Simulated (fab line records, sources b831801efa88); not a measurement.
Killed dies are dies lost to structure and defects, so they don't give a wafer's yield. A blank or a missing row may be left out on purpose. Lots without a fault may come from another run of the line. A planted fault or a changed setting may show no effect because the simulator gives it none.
Problem report in the 8D (eight disciplines) form, filled by code | flow sky130 | the parts of the form that need people (team, actions taken, sign-off) are left out

1. THE PROBLEM
heater_power_total_W at SKY_LDD_LDN_SOFTBAKE_03 reads a mean of 55.67 W on 6 wafers of 2 lots; wafers without a fault read 56.58 W with a standard deviation of 0.049. That is -19 standard deviations from the usual mean.
The step: time 60 s.
First seen on wafer L629.1, day 26 03:51, on litho_track-04. The record holds 39 wafers of 13 lots with a number at this step. Rule for "out", or "out of limits": more than 4 standard deviations from the usual mean. The other wafers with a number count as sound.

2. WHAT IT IS AND WHAT IT IS NOT
question                    | is                                 | is not
which readings at this step | heater_power_total_W, plate_temp_C | resist_line_temp_C
which lots                  | L629, L630                         | L619, L620, L621, L623, L627, L628, L637, L638, L639, L640, L641
which wafers of those lots  | all that have a number             | -
read on which tools         | litho_track-04                     | litho_track-01, litho_track-02
when                        | from day 26 03:51                  | up to then (18 sound wafers); but 15 sound wafers of L637, L638, L639, L640, L641 came after

3. SUSPECTS, AND WHAT RULES EACH OUT
Counting: a tool at a process step up to the reading stays a suspect if it ran every lot that is out and no sound lot after the first of them.
- litho_track-04 at SKY_LDD_LDN_SOFTBAKE_03 (time 60 s): ruled out as a lasting fault. Sound lots L638, L641 ran on it after its first lot that is out, L629 (day 26 03:51).
Left after counting: nothing in the record.

4. THE CAUSE (what the simulator had put in)
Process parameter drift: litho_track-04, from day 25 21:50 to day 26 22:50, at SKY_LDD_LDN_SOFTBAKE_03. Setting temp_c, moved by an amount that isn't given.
Counting ruled it out, wrongly.

5. THE CHAIN OF EFFECTS, in route order
Each row: a reading whose mean over the struck wafers that have a number lies more than 3 standard deviations from the usual. Only readings for which the record gives a usual standard deviation are gone through. hours: the time from each lot's start at the first step in this table that gives one to its start at this step, as a median over the lots. sigmas: the change in usual standard deviations.
hours | step                    | reading              | usual   | on struck wafers | change | sigmas
0     | SKY_LDD_LDN_SOFTBAKE_03 | heater_power_total_W | 56.58 W | 55.67            | -0.91  | -19
0     | SKY_LDD_LDN_SOFTBAKE_03 | plate_temp_C         | 90.02 C | 88.98            | -1.03  | -8.6
The process steps in it:
- SKY_LDD_LDN_SOFTBAKE_03: time 60 s.

6. WHAT WOULD HAVE CAUGHT IT SOONER
In this record the first reading out of limits was taken at day 26 03:51, 6 hours after the fault began at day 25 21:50.
